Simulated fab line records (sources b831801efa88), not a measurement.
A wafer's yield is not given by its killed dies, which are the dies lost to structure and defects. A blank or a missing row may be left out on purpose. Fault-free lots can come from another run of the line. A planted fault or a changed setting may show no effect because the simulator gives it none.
Split-lot experiment	flow sfq line	route with 325 steps; 5 lots, 23 wafers read

== THE SPLIT ==
At SFQ_TRILAYER_JJ_TRILAYER_DEP_SPUTTER_110 (material Al, target thk 8 nm, time 10 s), the setting time s was moved away from the recipe's 10 s on 5 of the 23 wafers read, by -10.8% to -9.9%. All remaining wafers had this setting at the recipe value.

The reading is taken at the split's own step.

== THE READING ==
Al_of_TRILAYER_JJ_TRILAYER_DEP_SPUTTER_110.thk nm (the simulator's own value, which no gauge read), in nm, at SFQ_TRILAYER_JJ_TRILAYER_DEP_SPUTTER_110 (material Al, target thk 8 nm, time 10 s). The file does not state a usual value for it. Here, 18 wafers ran the recipe; their average is 7.964 nm with a standard deviation of 0.2 nm.

wafer	tool, chamber at the split	time s as run, s	against the recipe	Al_of_TRILAYER_JJ_TRILAYER_DEP_SPUTTER_110.thk nm, nm	against lot-mates on the recipe
L077.1	pvd sputter-04, -	10	recipe	8.001	-
L077.2	pvd sputter-04, -	10	recipe	8.152	-
L077.3	pvd sputter-04, -	10	recipe	7.888	-
L082.1	pvd sputter-06, -	8.916	-10.8%	6.944	-0.928
L082.2	pvd sputter-06, -	8.916	-10.8%	6.639	-1.232
L082.3	pvd sputter-06, -	8.916	-10.8%	7.149	-0.723
L082.5	pvd sputter-06, -	10	recipe	7.916	-
L082.6	pvd sputter-06, -	10	recipe	7.827	-
L083.1	pvd sputter-04, -	10	recipe	8.163	-
L083.2	pvd sputter-04, -	9.013	-9.9%	7.32	-0.881
L083.4	pvd sputter-04, -	9.013	-9.9%	7.565	-0.636
L083.5	pvd sputter-04, -	10	recipe	8.136	-
L083.6	pvd sputter-04, -	10	recipe	8.305	-
L084.1	pvd sputter-06, -	10	recipe	7.657	-
L084.2	pvd sputter-06, -	10	recipe	7.455	-
L084.3	pvd sputter-06, -	10	recipe	7.914	-
L084.4	pvd sputter-06, -	10	recipe	7.812	-
L084.5	pvd sputter-06, -	10	recipe	7.847	-
L085.1	pvd sputter-05, -	10	recipe	8.071	-
L085.2	pvd sputter-05, -	10	recipe	8.051	-
L085.3	pvd sputter-05, -	10	recipe	8.15	-
L085.4	pvd sputter-05, -	10	recipe	8.001	-
L085.5	pvd sputter-05, -	10	recipe	7.999	-

FIT RESULTS
A straight line over all 23 wafers: Al_of_TRILAYER_JJ_TRILAYER_DEP_SPUTTER_110.thk nm changes by +0.0816 nm for each +1% of time s; r = +0.85; the points scatter about the line by 0.23 nm.
The same after taking each lot's own level away (the mean of its wafers on the recipe; 23 wafers): +0.0845 nm for each +1%; r = +0.94; scatter 0.14 nm.
That fit puts the effect of the largest move of time s on the reading at 0.92 nm.
Measured against the standard deviation above, the lots' own levels, which go from 7.7370 to 8.2013 nm, span 2.4 times it.
The two slopes agree, so the slope changes little with the lot-to-lot level.
Check: with one of the wafers moved furthest among these (-10.8%) left out of the fit, the line predicts -0.912 nm for it against its lot-mates. It came out at -0.928 nm against them.

== ADDITIONAL SPLITS CARRIED BY THESE WAFERS ==
Before the reading, these wafers also passed through other splits. Each is held against what the fit with the lots' levels taken away leaves over:
other split on the same wafers	wafers away from the commonest value	r with Al_of_TRILAYER_JJ_TRILAYER_DEP_SPUTTER_110.thk nm (lot level and that fit taken away)
SFQ_TRILAYER_I2_VIA_LITHO_COAT_067 spin rpm	4	-0.27
SFQ_TRILAYER_M3_DEP_SPUTTER_073 power w	9	+0.23
SFQ_TRILAYER_M3_LITHO_COAT_075 spin rpm	4	+0.31
SFQ_TRILAYER_I3_CMP_CMP_082 down force psi	6	+0.38
SFQ_TRILAYER_M4_DEP_SPUTTER_091 time s	7	-0.03
SFQ_TRILAYER_M4_LITHO_COAT_093 resist thk nm	10	+0.06
SFQ_TRILAYER_M4_LITHO_PEB_096 peb time s	7	-0.10
SFQ_TRILAYER_M4_ETCH_METAL_ETCH_096 bias w	8	+0.27

== FILE'S OWN FIT ==
Al_of_TRILAYER_JJ_TRILAYER_DEP_SPUTTER_110.thk nm changes by +0.0833 nm for each +1% of time s, r = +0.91.
